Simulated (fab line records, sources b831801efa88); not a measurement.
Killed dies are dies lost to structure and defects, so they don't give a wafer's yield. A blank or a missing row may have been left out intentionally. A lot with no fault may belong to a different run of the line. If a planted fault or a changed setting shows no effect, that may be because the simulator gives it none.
A struck lot beside a sound one	flow sky130	19 steps out of a route of 708
Sound: wafers L891.2, L891.4, L891.6. The struck wafers were L884.1, L884.3, L884.4. At the end, the cause is stated.
At each step with rows: each side's tool, then ch and its chambers, then its first start. Under that, the readings that differ: sound wafers	struck wafers	difference of the means	sigmas: that difference in standard deviations of wafers without a fault.
alike: a reading whose means differ by less than 2 such deviations, as well as words and numbers matching on both sides. not compared: withheld readings; readings where some wafer has no value; bounds like >300 that might hide an equal value; numbers whose values overlap and for which the record gives no deviation.
A row with sigmas, a row that says differs or no value, or rows on one side alone: a step with any of these is where the two part. Numbers that have no deviation but don't overlap get no sigmas and don't part them. A reading that every wafer of one side lacks parts them only if that side has two wafers or more.

first, 5 steps without rows for these wafers: SKY_VIA4_ETCH_12 (etches SiO2 in C4F8/O2/Ar, stops on TiN, target depth 580 nm); SKY_VIA4_STRIP_13 (strips in O2/N2); SKY_VIA4_STRIP_14 (strips in post etch residue remover, time 1200 s); SKY_VIA4_CLEAN_15 (cleans in IPA, time 180 s); SKY_VIA4_CLEAN_16 (cleans in O3/DIW).
SKY_VIA4_SPUTTER_17: material TiN, target thk 20 nm, time 80 s.
  struck on pvd_sputter-01, day 46 19:58; sound on pvd_sputter-02, day 48 19:07
  alike: cathode_dc_power_W, chamber_pressure_pa, throttle_valve_pct
SKY_VIA4_CVD_18: deposits W, target thk 505 nm, time 152.14 s.
  sound on cvd_w-02 ch 0,1, day 48 19:10; struck on cvd_w-02 ch 0,1, day 46 20:02
  alike: heater_power_w
SKY_VIA4_RS_MEAS_19: a four-point-probe measurement.
  struck on film_metro-01, day 46 20:11; sound on film_metro-01, day 48 19:20
  alike: VIA4_W_RS
SKY_VIA4_THK_MEAS_20: measures by xrf.
  struck on film_metro-01, day 46 20:18; sound on film_metro-01, day 48 19:27
  alike: VIA4_W_THK
then, 1 step without rows for these wafers: SKY_VIA4_CMP_21 (polishes, stops on SiO2, t overpolish 25 s, target thk 0 nm).
SKY_METAL5_SPUTTER_00: material Ti, target thk 15 nm, time 10 s.
  struck on pvd_sputter-03, day 46 20:40; sound on pvd_sputter-01, day 48 19:48
  alike: cathode_dc_power_W, chamber_pressure_pa, throttle_valve_pct
then, 1 step without rows for these wafers: SKY_METAL5_SPUTTER_01 (material TiN, target thk 20 nm, time 16.7 s).
SKY_METAL5_SPUTTER_02: material AlCu, target thk 1150 nm, time 61.2 s.
  struck on pvd_sputter-03, day 46 20:43; sound on pvd_sputter-01, day 48 19:51
  no value came back on the struck wafers for cathode_dc_power_W (W), chamber_pressure_pa (Pa), throttle_valve_pct (%); on the sound wafers cathode_dc_power_W (W) reads 10599 10599 10601
SKY_METAL5_SPUTTER_03: material Ti, target thk 5 nm, time 3.3 s.
  struck on pvd_sputter-03, day 46 20:46; sound on pvd_sputter-01, day 48 19:54
  alike: cathode_dc_power_W, chamber_pressure_pa, throttle_valve_pct
SKY_METAL5_SPUTTER_04: material TiN, target thk 70 nm, time 58.3 s.
  struck on pvd_sputter-03, day 46 20:47; sound on pvd_sputter-01, day 48 19:55
  alike: cathode_dc_power_W, chamber_pressure_pa, throttle_valve_pct
SKY_METAL5_RS_MEAS_05: a four-point-probe measurement.
  struck on film_metro-01, day 46 20:50; sound on film_metro-01, day 48 19:59
reading	sound	struck	difference	sigmas
METAL5_ALCU_RS (ohm/sq)	0.02747 0.02747 0.0276	8.7439 8.668 8.7177	+8.6824	+99 or more
SKY_METAL5_THK_MEAS_06: measures by xrf.
  struck on film_metro-01, day 46 20:57; sound on film_metro-01, day 48 20:06
reading	sound	struck	difference	sigmas
METAL5_ALCU_THK (nm)	1142 1142 1137	<1 <1 <1	differs	
then, 1 step without rows for these wafers: SKY_METAL5_DEHYDRATE_07 (time 60 s).
-- the record jumps here: 3 days lie between the struck wafers' starts before and after (it left off in module METAL5 and takes up again in module PAD_OPEN, whose first step shown is number 708 of the route) --
SKY_PAD_OPEN_PROBE_99:
  only the struck wafers here have rows in the record (prober-01, day 49 09:19); the sound ones have none

WHERE THEY PART
Earliest at SKY_METAL5_SPUTTER_02; latest, in this record, at SKY_PAD_OPEN_PROBE_99.

WHY: the cause the simulator had injected
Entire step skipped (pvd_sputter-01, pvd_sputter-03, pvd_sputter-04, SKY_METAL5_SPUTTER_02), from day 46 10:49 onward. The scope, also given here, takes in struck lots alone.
